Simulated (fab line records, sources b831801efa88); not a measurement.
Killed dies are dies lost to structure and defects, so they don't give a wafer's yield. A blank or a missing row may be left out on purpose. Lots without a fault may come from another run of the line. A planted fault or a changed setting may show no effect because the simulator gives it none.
Split-lot experiment | flow sky130 | 5 lots, 23 wafers read, on a route of 708 steps

THE SPLIT
At SKY_VT_ADJUST_LVTN_SOFTBAKE_03, the setting temp_c was moved away from the recipe's 110 C on 7 of the 23 wafers read, by -3.4% to -0.9%. The other wafers ran this setting at the recipe's value.

The file shows no step between the split and the reading.

THE READING
coat_of_VT_ADJUST_LVTN_COAT_02.thk_nm (the simulator's own value, which no gauge read), in nm, at SKY_VT_ADJUST_LVTN_DEVELOP_06 (develop time 60 s). The file gives no usual value for it. The 16 wafers here that ran the recipe average 2996 nm, standard deviation 7.8 nm.

wafer  | tool, chamber at the split | temp_c as run, C | against the recipe | coat_of_VT_ADJUST_LVTN_COAT_02.thk_nm, nm | against lot-mates on the recipe
L074.1 | litho_track-01, 0          | 106.5            | -3.2%              | 3029                                      | +23
L074.2 | litho_track-01, 0          | 110              | recipe             | 3008                                      | -
L074.4 | litho_track-01, 0          | 110              | recipe             | 3006                                      | -
L074.5 | litho_track-01, 0          | 106.5            | -3.2%              | 3037                                      | +31
L074.6 | litho_track-01, 0          | 110              | recipe             | 3004                                      | -
L077.1 | litho_track-04, 0          | 106.3            | -3.4%              | 3028                                      | +28
L077.2 | litho_track-04, 0          | 110              | recipe             | 3003                                      | -
L077.3 | litho_track-04, 0          | 106.3            | -3.4%              | 3027                                      | +27
L077.4 | litho_track-04, 0          | 110              | recipe             | 2998                                      | -
L077.6 | litho_track-04, 0          | 110              | recipe             | 2999                                      | -
L081.1 | litho_track-03, 0          | 110              | recipe             | 2989                                      | -
L081.2 | litho_track-03, 0          | 109              | -0.9%              | 2992                                      | +5
L081.4 | litho_track-03, 0          | 110              | recipe             | 2985                                      | -
L081.5 | litho_track-03, 0          | 109              | -0.9%              | 2991                                      | +4
L081.6 | litho_track-03, 0          | 109              | -0.9%              | 2989                                      | +2
L083.4 | litho_track-01, 0          | 110              | recipe             | 2989                                      | -
L083.5 | litho_track-01, 0          | 110              | recipe             | 2989                                      | -
L083.6 | litho_track-01, 0          | 110              | recipe             | 2994                                      | -
L085.1 | litho_track-03, 0          | 110              | recipe             | 3007                                      | -
L085.2 | litho_track-03, 0          | 110              | recipe             | 2983                                      | -
L085.3 | litho_track-03, 0          | 110              | recipe             | 2997                                      | -
L085.4 | litho_track-03, 0          | 110              | recipe             | 2994                                      | -
L085.6 | litho_track-03, 0          | 110              | recipe             | 2989                                      | -

THE FIT
A straight line over all 23 wafers: coat_of_VT_ADJUST_LVTN_COAT_02.thk_nm changes by -10.2 nm for each +1% of temp_c; r = -0.83; the points scatter about the line by 8.8 nm.
The same after taking each lot's own level away (the mean of its wafers on the recipe; 23 wafers): -8.25 nm for each +1%; r = -0.92; scatter 4.6 nm.
On that fit, the largest move of temp_c shifts the reading by 28 nm.
The lots' own levels span 2987.0 to 3006.0 nm, that is 2.4 times the standard deviation above.
So the lot-to-lot level changes the slope: the two fits differ.
Check: with one of the wafers moved furthest among these (-3.4%) left out of the fit, the line predicts +27 nm for it against its lot-mates. It came out at +28 nm against them.

OTHER SPLITS ON THESE WAFERS
These wafers also went through other splits before the reading. Each is held against what the fit with the lots' levels taken away leaves over:
other split on the same wafers      | wafers away from the commonest value | r with coat_of_VT_ADJUST_LVTN_COAT_02.thk_nm (lot level and that fit taken away)
SKY_VT_ADJUST_HVTP_COAT_02 spin_rpm | 7                                    | -0.28

THE WHOLE CHAIN: every reading that the file lists as answering this split, in the file's order
step                          | what it does      | reading                                                                                | change (the file's fit)              | r (the file's)
SKY_VT_ADJUST_LVTN_DEVELOP_06 | develop time 60 s | coat_of_VT_ADJUST_LVTN_COAT_02.thk_nm (the simulator's own value, which no gauge read) | -8.15 nm for each +1% of the setting | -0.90
SKY_VT_ADJUST_LVTN_STRIP_09   | strips in O2/N2   | strip_time_to_endpoint_s                                                               | withheld for each +1% of the setting | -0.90

THE FILE'S OWN FIT
coat_of_VT_ADJUST_LVTN_COAT_02.thk_nm changes by -8.15 nm for each +1% of temp_c, r = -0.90.
